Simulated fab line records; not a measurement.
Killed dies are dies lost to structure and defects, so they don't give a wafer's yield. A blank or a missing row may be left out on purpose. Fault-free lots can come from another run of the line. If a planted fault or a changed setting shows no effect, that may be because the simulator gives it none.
What tool caused it? || flow gf180mcu || 14 lots, 42 wafers sampled, at 4 steps of a route of 602

WHAT THE GAUGES READ, wafer by wafer
The record holds no reading of a measuring or inspecting step that can be judged against a usual standard deviation.

TOOL THAT RAN EACH LOT (tool first, then ch and the chambers of the sampled wafers, then the start)
{"lot": "L850", "GF_SAB_CVD_00": "pecvd-03 ch 0,1,2, day 14 10:58", "GF_SAB_WET_ETCH_12": "wet_bench-03 ch 2, day 15 08:15", "GF_CONTACT_SPUTTER_22": "pvd_sputter-04, day 16 08:23", "GF_M2_SPUTTER_00": "pvd_sputter-02, day 18 10:08"}
{"lot": "L852", "GF_SAB_CVD_00": "pecvd-04 ch 1,2, day 15 05:32", "GF_SAB_WET_ETCH_12": "wet_bench-02 ch 0, day 16 02:57", "GF_CONTACT_SPUTTER_22": "pvd_sputter-04, day 17 04:22", "GF_M2_SPUTTER_00": "pvd_sputter-04, day 19 07:16"}
{"lot": "L853", "GF_SAB_CVD_00": "pecvd-04 ch 0,1,2, day 15 12:48", "GF_SAB_WET_ETCH_12": "wet_bench-02 ch 3, day 16 10:24", "GF_CONTACT_SPUTTER_22": "pvd_sputter-03, day 17 11:29", "GF_M2_SPUTTER_00": "pvd_sputter-02, day 19 14:16"}
{"lot": "L856", "GF_SAB_CVD_00": "pecvd-03 ch 0,1,2, day 16 14:32", "GF_SAB_WET_ETCH_12": "wet_bench-03 ch 1, day 17 13:01", "GF_CONTACT_SPUTTER_22": "pvd_sputter-03, day 18 14:22", "GF_M2_SPUTTER_00": "pvd_sputter-01, day 20 18:13"}
{"lot": "L854", "GF_SAB_CVD_00": "pecvd-01 ch 0,1,2, day 16 15:29", "GF_SAB_WET_ETCH_12": "wet_bench-02 ch 0, day 17 13:58", "GF_CONTACT_SPUTTER_22": "pvd_sputter-03, day 18 16:00", "GF_M2_SPUTTER_00": "pvd_sputter-02, day 20 19:34"}
{"lot": "L855", "GF_SAB_CVD_00": "pecvd-03 ch 1,2, day 16 16:17", "GF_SAB_WET_ETCH_12": "wet_bench-02 ch 1, day 17 14:52", "GF_CONTACT_SPUTTER_22": "pvd_sputter-04, day 18 17:07", "GF_M2_SPUTTER_00": "pvd_sputter-01, day 20 20:52"}
{"lot": "L857", "GF_SAB_CVD_00": "pecvd-01 ch 0,1,2, day 17 00:27", "GF_SAB_WET_ETCH_12": "wet_bench-04 ch 1, day 17 23:20", "GF_CONTACT_SPUTTER_22": "pvd_sputter-02, day 19 00:59", "GF_M2_SPUTTER_00": "pvd_sputter-01, day 21 04:55"}
{"lot": "L858", "GF_SAB_CVD_00": "pecvd-01 ch 0,1,2, day 17 14:47", "GF_SAB_WET_ETCH_12": "wet_bench-04 ch 3, day 18 14:26", "GF_CONTACT_SPUTTER_22": "pvd_sputter-04, day 19 16:21", "GF_M2_SPUTTER_00": "pvd_sputter-02, day 21 20:52"}
{"lot": "L859", "GF_SAB_CVD_00": "pecvd-01 ch 0,2, day 17 15:21", "GF_SAB_WET_ETCH_12": "wet_bench-02 ch 3, day 18 14:34", "GF_CONTACT_SPUTTER_22": "pvd_sputter-03, day 19 16:42", "GF_M2_SPUTTER_00": "pvd_sputter-01, day 21 21:28"}
{"lot": "L863", "GF_SAB_CVD_00": "pecvd-03 ch 1,2, day 19 12:20", "GF_SAB_WET_ETCH_12": "wet_bench-03 ch 3, day 20 12:41", "GF_CONTACT_SPUTTER_22": "pvd_sputter-03, day 21 15:17", "GF_M2_SPUTTER_00": "pvd_sputter-02, day 23 16:46"}
{"lot": "L867", "GF_SAB_CVD_00": "pecvd-03 ch 0,1,2, day 20 21:27", "GF_SAB_WET_ETCH_12": "wet_bench-02 ch 3, day 21 21:01", "GF_CONTACT_SPUTTER_22": "pvd_sputter-04, day 22 22:40", "GF_M2_SPUTTER_00": "pvd_sputter-02, day 24 23:05"}
{"lot": "L868", "GF_SAB_CVD_00": "pecvd-01 ch 0,1,2, day 21 06:54", "GF_SAB_WET_ETCH_12": "wet_bench-02 ch 0, day 22 06:40", "GF_CONTACT_SPUTTER_22": "pvd_sputter-02, day 23 07:40", "GF_M2_SPUTTER_00": "pvd_sputter-01, day 25 13:04"}
{"lot": "L869", "GF_SAB_CVD_00": "pecvd-04 ch 0,1, day 21 07:49", "GF_SAB_WET_ETCH_12": "wet_bench-03 ch 2, day 22 07:47", "GF_CONTACT_SPUTTER_22": "pvd_sputter-03, day 23 09:23", "GF_M2_SPUTTER_00": "pvd_sputter-02, day 25 13:09"}
{"lot": "L871", "GF_SAB_CVD_00": "pecvd-04 ch 0,1,2, day 22 03:10", "GF_SAB_WET_ETCH_12": "wet_bench-04 ch 0, day 23 02:19", "GF_CONTACT_SPUTTER_22": "pvd_sputter-04, day 24 02:58", "GF_M2_SPUTTER_00": "pvd_sputter-01, day 26 00:42"}
- GF_SAB_CVD_00: deposits SiO2 from TEOS, target thk 50 nm, time 4.9302 s.
- GF_SAB_WET_ETCH_12: etches SiO2 in dHF, target depth 22 nm, time 440 s.
- GF_CONTACT_SPUTTER_22: material Ti, target thk 15 nm, time 80.02 s.
- GF_M2_SPUTTER_00: material Ti, target thk 37.5 nm, time 150 s.

WHAT THE TOOLS THEMSELVES READ (means of the sampled wafers that have a number; where no wafer has one, the mark that the record gives instead)
GF_SAB_CVD_00.
{"lot": "L850", "tool": "pecvd-03", "heater_power_w (W)": 637}
{"lot": "L852", "tool": "pecvd-04", "heater_power_w (W)": 776}
{"lot": "L853", "tool": "pecvd-04", "heater_power_w (W)": 734}
{"lot": "L856", "tool": "pecvd-03", "heater_power_w (W)": 690}
{"lot": "L854", "tool": "pecvd-01", "heater_power_w (W)": 707}
{"lot": "L855", "tool": "pecvd-03", "heater_power_w (W)": 635}
{"lot": "L857", "tool": "pecvd-01", "heater_power_w (W)": 679}
{"lot": "L858", "tool": "pecvd-01", "heater_power_w (W)": 669}
{"lot": "L859", "tool": "pecvd-01", "heater_power_w (W)": 743}
{"lot": "L863", "tool": "pecvd-03", "heater_power_w (W)": 614}
{"lot": "L867", "tool": "pecvd-03", "heater_power_w (W)": 699}
{"lot": "L868", "tool": "pecvd-01", "heater_power_w (W)": 717}
{"lot": "L869", "tool": "pecvd-04", "heater_power_w (W)": 701}
{"lot": "L871", "tool": "pecvd-04", "heater_power_w (W)": 672}

GF_SAB_WET_ETCH_12.
{"lot": "L850", "tool": "wet_bench-03", "run_length_s (s)": 472}
{"lot": "L852", "tool": "wet_bench-02", "run_length_s (s)": 464}
{"lot": "L853", "tool": "wet_bench-02", "run_length_s (s)": 475}
{"lot": "L856", "tool": "wet_bench-03", "run_length_s (s)": 466}
{"lot": "L854", "tool": "wet_bench-02", "run_length_s (s)": 464}
{"lot": "L855", "tool": "wet_bench-02", "run_length_s (s)": 467}
{"lot": "L857", "tool": "wet_bench-04", "run_length_s (s)": 464}
{"lot": "L858", "tool": "wet_bench-04", "run_length_s (s)": 474}
{"lot": "L859", "tool": "wet_bench-02", "run_length_s (s)": 476}
{"lot": "L863", "tool": "wet_bench-03", "run_length_s (s)": 465}
{"lot": "L867", "tool": "wet_bench-02", "run_length_s (s)": 385}
{"lot": "L868", "tool": "wet_bench-02", "run_length_s (s)": 375}
{"lot": "L869", "tool": "wet_bench-03", "run_length_s (s)": 472}
{"lot": "L871", "tool": "wet_bench-04", "run_length_s (s)": 466}

GF_CONTACT_SPUTTER_22.
{"lot": "L850", "tool": "pvd_sputter-04", "throttle_valve_pct (%)": 28.6}
{"lot": "L852", "tool": "pvd_sputter-04", "throttle_valve_pct (%)": 28.4}
{"lot": "L853", "tool": "pvd_sputter-03", "throttle_valve_pct (%)": 29.2}
{"lot": "L856", "tool": "pvd_sputter-03", "throttle_valve_pct (%)": 29.7}
{"lot": "L854", "tool": "pvd_sputter-03", "throttle_valve_pct (%)": 28.9}
{"lot": "L855", "tool": "pvd_sputter-04", "throttle_valve_pct (%)": 29.4}
{"lot": "L857", "tool": "pvd_sputter-02", "throttle_valve_pct (%)": 30.5}
{"lot": "L858", "tool": "pvd_sputter-04", "throttle_valve_pct (%)": 29.5}
{"lot": "L859", "tool": "pvd_sputter-03", "throttle_valve_pct (%)": 29.5}
{"lot": "L863", "tool": "pvd_sputter-03", "throttle_valve_pct (%)": 29.6}
{"lot": "L867", "tool": "pvd_sputter-04", "throttle_valve_pct (%)": 28.4}
{"lot": "L868", "tool": "pvd_sputter-02", "throttle_valve_pct (%)": 30.8}
{"lot": "L869", "tool": "pvd_sputter-03", "throttle_valve_pct (%)": 28.9}
{"lot": "L871", "tool": "pvd_sputter-04", "throttle_valve_pct (%)": 29.2}

GF_M2_SPUTTER_00.
{"lot": "L850", "tool": "pvd_sputter-02", "throttle_valve_pct (%)": 30.5}
{"lot": "L852", "tool": "pvd_sputter-04", "throttle_valve_pct (%)": 29.2}
{"lot": "L853", "tool": "pvd_sputter-02", "throttle_valve_pct (%)": 30.5}
{"lot": "L856", "tool": "pvd_sputter-01", "throttle_valve_pct (%)": 30.7}
{"lot": "L854", "tool": "pvd_sputter-02", "throttle_valve_pct (%)": 29.8}
{"lot": "L855", "tool": "pvd_sputter-01", "throttle_valve_pct (%)": 29.3}
{"lot": "L857", "tool": "pvd_sputter-01", "throttle_valve_pct (%)": 29.4}
{"lot": "L858", "tool": "pvd_sputter-02", "throttle_valve_pct (%)": 30.9}
{"lot": "L859", "tool": "pvd_sputter-01", "throttle_valve_pct (%)": 30.1}
{"lot": "L863", "tool": "pvd_sputter-02", "throttle_valve_pct (%)": 29.5}
{"lot": "L867", "tool": "pvd_sputter-02", "throttle_valve_pct (%)": 30.6}
{"lot": "L868", "tool": "pvd_sputter-01", "throttle_valve_pct (%)": 30.8}
{"lot": "L869", "tool": "pvd_sputter-02", "throttle_valve_pct (%)": 30.6}
{"lot": "L871", "tool": "pvd_sputter-01", "throttle_valve_pct (%)": 30.3}

THE ANSWER, worked out from the rows above alone
Rule: the lots themselves supply what counts as usual. The widest of any qualifying gaps counts: lots, ordered by their means at a reading, are off when they make up no more than a third of the lots, leave a main group of 4 or more, and stand apart from it by 3 or more times the standard deviation of that group's means. If all means in a main group match to the digits the tables above print for the reading, that group is not used. Also off: a lot with no number at a reading for which 4 or more lots have one. Where the step has rows for the other lots, those lots are counted as sound. First the gauges in route order, then the tools' own readings, where a lot's mean is used as printed above. At the first step where some lot is off, the reading lying furthest off is the one used; lots without a number count as furthest.
Off: L867, L868, at GF_SAB_WET_ETCH_12 (run_length_s). For the main group the mean is 469 s and the standard deviation 4.5.
A tool fits if, at that step or a process step before it, it ran every lot that is off, and no sound lot after the first of them. One fits: GF_SAB_WET_ETCH_12 on wet_bench-02. Its last sound lot is L859 (day 18 14:34), its first lot that is off L867 (day 21 21:01): a fault that began between those two fits.
The tool's own readings at GF_SAB_WET_ETCH_12 bear it out: on the lots that are off they differ by more than 5 times the standard deviation of the sound lots' means. run_length_s reads 380 s there against 469 s on the sound lots.

WHAT THE SIMULATOR HAD PUT IN
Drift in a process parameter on wet_bench-02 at GF_SAB_WET_ETCH_12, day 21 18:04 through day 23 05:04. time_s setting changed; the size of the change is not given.
Struck lots among those shown: L867, L868. The rule above found the same.
